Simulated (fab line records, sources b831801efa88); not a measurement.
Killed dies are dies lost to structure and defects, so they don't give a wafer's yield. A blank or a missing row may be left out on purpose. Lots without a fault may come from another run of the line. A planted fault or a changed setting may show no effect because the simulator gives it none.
Which tool did it? | flow gf180mcu | 13 lots, 39 wafers sampled, at 4 steps of a route of 602

WHAT THE GAUGES READ, wafer by wafer
GF_V5_RS_MEAS_24: measures by four-point-probe. Usual: V5_W_RS 0.327 ohm/sq, standard deviation 0.0039.
lot  | measured     | on            | V5_W_RS (ohm/sq)  | flag
L871 | day 27 08:29 | film_metro-01 | 0.330 0.321 0.327 |
L873 | day 28 09:48 | film_metro-01 | 0.328 0.330 0.328 |
L874 | day 28 07:19 | film_metro-01 | 0.330 0.322 0.321 |
L875 | day 28 15:03 | film_metro-01 | 0.330 0.319 0.320 |
L876 | day 29 02:07 | film_metro-01 | 0.326 0.330 0.326 |
L879 | day 29 22:57 | film_metro-01 | 0.321 0.333 0.331 |
L880 | day 30 06:23 | film_metro-02 | 0.326 0.330 0.333 |
L881 | day 30 15:09 | film_metro-02 | 0.330 0.321 0.327 |
L882 | day 30 19:52 | film_metro-01 | 0.318 0.321 0.322 |
L883 | day 30 23:42 | film_metro-01 | 0.324 0.328 0.325 |
L885 | day 31 17:56 | film_metro-03 | 0.325 0.322 0.329 |
L886 | day 31 18:33 | film_metro-01 | 0.326 0.330 0.320 |
L888 | day 32 12:14 | film_metro-03 | 0.324 0.326 0.324 |

GF_V5_THK_MEAS_25: measures by xrf. Usual: V5_W_THK 357 nm, standard deviation 6.9.
lot  | measured     | on            | V5_W_THK (nm) | flag
L871 | day 27 08:35 | film_metro-01 | 346 362 352   |
L873 | day 28 09:55 | film_metro-01 | 349 349 348   |
L874 | day 28 07:26 | film_metro-01 | 346 358 357   |
L875 | day 28 15:10 | film_metro-01 | 348 359 360   |
L876 | day 29 02:14 | film_metro-01 | 354 350 353   |
L879 | day 29 23:03 | film_metro-01 | 361 346 347   |
L880 | day 30 06:29 | film_metro-02 | 362 356 354   |
L881 | day 30 15:16 | film_metro-02 | 358 365 361   |
L882 | day 30 19:58 | film_metro-01 | 362 357 358   |
L883 | day 30 23:49 | film_metro-01 | 356 350 353   |
L885 | day 31 18:02 | film_metro-03 | 368 370 364   |
L886 | day 31 18:40 | film_metro-01 | 351 347 361   |
L888 | day 32 12:19 | film_metro-03 | 366 363 366   |

WHICH TOOL RAN EACH LOT (tool, then ch and the chambers of the sampled wafers, then the start)
lot  | GF_POLY_GATE_CLEAN_15           | GF_V5_SPUTTER_22
L871 | wet_bench-01 ch 0, day 9 05:10  | pvd_sputter-04, day 27 08:17
L873 | wet_bench-03 ch 0, day 9 19:28  | pvd_sputter-03, day 28 09:38
L874 | wet_bench-01 ch 1, day 10 01:41 | pvd_sputter-02, day 28 07:10
L875 | wet_bench-04 ch 1, day 10 09:47 | pvd_sputter-03, day 28 14:53
L876 | wet_bench-01 ch 1, day 10 19:20 | pvd_sputter-02, day 29 01:58
L879 | wet_bench-01 ch 0, day 11 15:08 | pvd_sputter-03, day 29 22:46
L880 | wet_bench-01 ch 3, day 11 23:23 | pvd_sputter-02, day 30 06:11
L881 | wet_bench-04 ch 0, day 12 07:05 | pvd_sputter-03, day 30 14:59
L882 | wet_bench-01 ch 3, day 12 11:59 | pvd_sputter-04, day 30 19:41
L883 | wet_bench-01 ch 2, day 12 16:22 | pvd_sputter-02, day 30 23:33
L885 | wet_bench-01 ch 1, day 13 10:20 | pvd_sputter-04, day 31 17:42
L886 | wet_bench-01 ch 3, day 13 14:05 | pvd_sputter-03, day 31 18:23
L888 | wet_bench-01 ch 2, day 14 09:50 | pvd_sputter-04, day 32 12:01
- GF_POLY_GATE_CLEAN_15: cleans in SC1/SC2, time 150 s.
- GF_V5_SPUTTER_22: material TiN, target thk 10 nm, time 40 s.

WHAT THE TOOLS THEMSELVES READ (means of the sampled wafers that have a number; where no wafer has one, the mark that the record gives instead)
GF_POLY_GATE_CLEAN_15. Usual: temp_c 70.01 C, standard deviation 0.12.
lot  | tool         | temp_c (C) | flag
L871 | wet_bench-01 | 70.05      |
L873 | wet_bench-03 | 70.17      |
L874 | wet_bench-01 | 69.94      |
L875 | wet_bench-04 | 69.93      |
L876 | wet_bench-01 | 69.98      |
L879 | wet_bench-01 | 69.92      |
L880 | wet_bench-01 | 70.02      |
L881 | wet_bench-04 | 70.04      |
L882 | wet_bench-01 | 70.07      |
L883 | wet_bench-01 | 70.04      |
L885 | wet_bench-01 | 69.98      |
L886 | wet_bench-01 | 70.08      |
L888 | wet_bench-01 | 70.01      |

GF_V5_SPUTTER_22. Usual: cathode_dc_power_W 4000.0 W, standard deviation 0.73; throttle_valve_pct 30.4 %, standard deviation 1.2.
lot  | tool           | cathode_dc_power_W (W) | throttle_valve_pct (%) | flag
L871 | pvd_sputter-04 | 3999.7                 | 30.6                   |
L873 | pvd_sputter-03 | 4000.2                 | 30.4                   |
L874 | pvd_sputter-02 | 4000.2                 | 29.8                   |
L875 | pvd_sputter-03 | 3999.2                 | 30.1                   |
L876 | pvd_sputter-02 | 3999.2                 | 29.8                   |
L879 | pvd_sputter-03 | 3999.9                 | 31.2                   |
L880 | pvd_sputter-02 | 4000.3                 | 29.7                   |
L881 | pvd_sputter-03 | 4000.0                 | 30.4                   |
L882 | pvd_sputter-04 | 4000.2                 | 31.6                   |
L883 | pvd_sputter-02 | 4000.3                 | 28.6                   |
L885 | pvd_sputter-04 | 4000.3                 | 31.4                   |
L886 | pvd_sputter-03 | 4000.6                 | 30.4                   |
L888 | pvd_sputter-04 | 3999.7                 | 31.3                   |

THE ANSWER, worked out from the rows above alone
Rule: a lot is off if the mean of its wafers that have a number lies more than 3 standard deviations from the usual mean. A lot without any number at a reading at which 4 lots or more have one is off too. The other lots that the step has rows for count as sound. The gauges are gone through in route order, then the tools' own readings, and for those a lot's mean is taken as printed above. The first step at which some lot is off is used, and at that step the reading that is off furthest; a lot without a number counts as furthest.
No lot is off at any reading shown: from this, nothing can be told.

WHAT THE SIMULATOR HAD PUT IN
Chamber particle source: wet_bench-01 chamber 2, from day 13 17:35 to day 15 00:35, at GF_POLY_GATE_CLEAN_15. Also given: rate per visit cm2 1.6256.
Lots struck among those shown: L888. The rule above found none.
